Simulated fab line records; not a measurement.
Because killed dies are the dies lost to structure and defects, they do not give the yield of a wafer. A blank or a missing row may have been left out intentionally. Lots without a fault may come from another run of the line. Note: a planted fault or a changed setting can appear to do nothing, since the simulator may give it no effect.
Which of the tools did it? | flow gf180mcu | 12 lots with 36 wafers sampled at 5 steps, on a route of 602 steps

## WHAT THE GAUGES SHOWED, per wafer
GF_V2_THK_MEAS_01.
lot  | measured     | on            | V2_CVD_00_THK (nm)
L219 | day 19 07:57 | film metro-01 | 601 602 602
L220 | day 19 20:38 | film metro-04 | 605 607 596
L222 | day 20 14:18 | film metro-01 | 596 596 592
L224 | day 21 17:29 | film metro-03 | 614 608 600
L226 | day 22 08:11 | film metro-04 | 591 591 589
L227 | day 22 14:06 | film metro-04 | 593 593 593
L228 | day 22 20:31 | film metro-04 | 593 594 604
L236 | day 26 02:10 | film metro-03 | 613 606 613
L237 | day 26 04:17 | film metro-01 | 610 607 606
L238 | day 26 05:32 | film metro-01 | 612 610 603
L240 | day 26 23:59 | film metro-03 | 611 595 595
L241 | day 27 05:32 | film metro-01 | 588 591 590

GF_M3_RS_MEAS_05: the measuring method here is four-point-probe.
lot  | measured     | on            | M3_ALCU_RS (ohm/sq)
L219 | day 20 10:56 | film metro-01 | 0.0698 0.0700 0.0690
L220 | day 20 22:55 | film metro-04 | 0.0694 0.0695 0.0705
L222 | day 21 16:29 | film metro-01 | 0.0686 0.0689 0.0687
L224 | day 22 19:47 | film metro-02 | 0.0700 0.0706 0.0693
L226 | day 23 09:47 | film metro-02 | 0.0695 0.0696 0.0694
L227 | day 23 15:35 | film metro-02 | 0.0685 0.0691 0.0685
L228 | day 23 21:50 | film metro-02 | 0.0692 0.0689 0.0693
L236 | day 27 01:06 | film metro-02 | 0.0689 0.0687 0.0692
L237 | day 27 03:00 | film metro-04 | 0.0702 0.0700 0.0700
L238 | day 27 04:38 | film metro-01 | 0.0689 0.0694 0.0687
L240 | day 27 22:15 | film metro-04 | 0.0693 0.0695 0.0690
L241 | day 28 04:23 | film metro-02 | 0.0694 0.0695 0.0701

GF_V3_THK_MEAS_03.
lot  | measured     | on            | V3_CVD_02_THK (nm)
L219 | day 21 11:57 | film metro-01 | 850 867 863
L220 | day 21 23:29 | film metro-03 | 864 847 874
L222 | day 22 16:55 | film metro-01 | 844 836 863
L224 | day 23 19:54 | film metro-01 | 849 852 863
L226 | day 24 09:18 | film metro-02 | 834 871 848
L227 | day 24 15:32 | film metro-03 | 591 599 603
L228 | day 24 21:43 | film metro-03 | 579 594 602
L236 | day 27 22:09 | film metro-02 | 847 843 864
L237 | day 27 23:52 | film metro-03 | 847 841 852
L238 | day 28 01:30 | film metro-02 | 856 855 872
L240 | day 28 19:02 | film metro-02 | 851 865 858
L241 | day 29 00:32 | film metro-01 | 843 840 858

## WHAT TOOL EACH LOT RAN ON (gives the tool, then ch and the chambers of the sampled wafers, and finally the start)
lot  | GF_M3_STRIP_17                       | GF_V3_CVD_02
L219 | plasma asher-04 ch 0,1, day 21 11:10 | pecvd-02 ch 0,1, day 21 11:50
L220 | plasma asher-04 ch 0,1, day 21 22:46 | pecvd-02 ch 1,2, day 21 23:25
L222 | plasma asher-03 ch 0,1, day 22 16:11 | pecvd-01 ch 0,1,2, day 22 16:51
L224 | plasma asher-04 ch 0,1, day 23 19:10 | pecvd-01 ch 0,2, day 23 19:49
L226 | plasma asher-04 ch 0,1, day 24 08:31 | pecvd-01 ch 0,2, day 24 09:13
L227 | plasma asher-01 ch 0,1, day 24 14:49 | pecvd-01 ch 0,1,2, day 24 15:26
L228 | plasma asher-04 ch 0,1, day 24 20:58 | pecvd-01 ch 0,1,2, day 24 21:38
L236 | plasma asher-03 ch 0,1, day 27 21:22 | pecvd-01 ch 0,1, day 27 22:04
L237 | plasma asher-03 ch 0,1, day 27 23:06 | pecvd-04 ch 0,1,2, day 27 23:48
L238 | plasma asher-04 ch 0,1, day 28 00:45 | pecvd-01 ch 1,2, day 28 01:25
L240 | plasma asher-04 ch 0,1, day 28 18:15 | pecvd-01 ch 0,1,2, day 28 18:57
L241 | plasma asher-01 ch 0,1, day 28 23:47 | pecvd-04 ch 0,1, day 29 00:29
- GF_M3_STRIP_17: strips in O2/N2.
- GF_V3_CVD_02: deposits SiO2 from TEOS, target thk 850 nm, time 94.851 s.

## AS READ BY THE TOOLS THEMSELVES (means over the sampled wafers that have a number; for cases with no such wafer, the mark the record gives instead)
GF_M3_STRIP_17.
lot  | tool            | drypump motor current A (A) | heater power w (W) | n2 flow sccm (sccm) | oes product au (a.u.) | strip time to endpoint s (s)
L219 | plasma asher-04 | 6.14                        | 300                | 299.2               | 0.559                 | 7.93
L220 | plasma asher-04 | 6.12                        | 297                | 300.2               | 0.558                 | 7.89
L222 | plasma asher-03 | 5.90                        | 299                | 299.7               | 0.557                 | 7.88
L224 | plasma asher-04 | 6.16                        | 305                | 299.8               | 0.557                 | 7.82
L226 | plasma asher-04 | 6.16                        | 304                | 299.6               | 0.562                 | 7.93
L227 | plasma asher-01 | 5.90                        | 388                | 300.2               | 0.557                 | 7.85
L228 | plasma asher-04 | 6.12                        | 296                | 300.1               | 0.560                 | 7.87
L236 | plasma asher-03 | 5.91                        | 301                | 299.9               | 0.557                 | 7.80
L237 | plasma asher-03 | 5.78                        | 309                | 299.9               | 0.558                 | 7.83
L238 | plasma asher-04 | 6.14                        | 305                | 300.0               | 0.557                 | 7.86
L240 | plasma asher-04 | 6.14                        | 304                | 299.7               | 0.562                 | 7.94
L241 | plasma asher-01 | 6.16                        | 379                | 300.6               | 0.556                 | 7.90

GF_V3_CVD_02.
lot  | tool     | heater power w (W)
L219 | pecvd-02 | 578
L220 | pecvd-02 | 609
L222 | pecvd-01 | 699
L224 | pecvd-01 | 615
L226 | pecvd-01 | 692
L227 | pecvd-01 | 671
L228 | pecvd-01 | 604
L236 | pecvd-01 | 704
L237 | pecvd-04 | 702
L238 | pecvd-01 | 706
L240 | pecvd-01 | 705
L241 | pecvd-04 | 656

## THE ANSWER, worked out from the rows above alone
Rule: what is usual is taken from the lots themselves. Put in order of their means at a reading, lots are off if they are a third of the lots or fewer, leave a main group of 4 or more, and stand apart from it by a gap of 3 or more times the standard deviation of the main group's means; of several such gaps the widest counts. Not used: any main group whose means are identical at the precision the tables above print for the reading. Also off: a lot with no number at a reading for which 4 or more lots have one. Any other lot the step has rows for is counted as sound. Order of review: gauges by route order, followed by the tools' own readings, for which a lot's mean as printed above is used. The first step at which some lot is off is used, and at that step the reading that is off furthest; a lot without a number counts as furthest.
Off: L227, L228, at GF_V3_THK_MEAS_03 (V3_CVD_02_THK). Mean 854 nm and standard deviation 5.6 in the main group.
A tool fits if, at a process step before that reading, it ran every lot that is off, and no sound lot after the first of them. Gauges at GF_V3_THK_MEAS_03: tried the same way as those tools. Not one of the candidates tried fits.

## WHAT WAS PUT IN BY THE SIMULATOR
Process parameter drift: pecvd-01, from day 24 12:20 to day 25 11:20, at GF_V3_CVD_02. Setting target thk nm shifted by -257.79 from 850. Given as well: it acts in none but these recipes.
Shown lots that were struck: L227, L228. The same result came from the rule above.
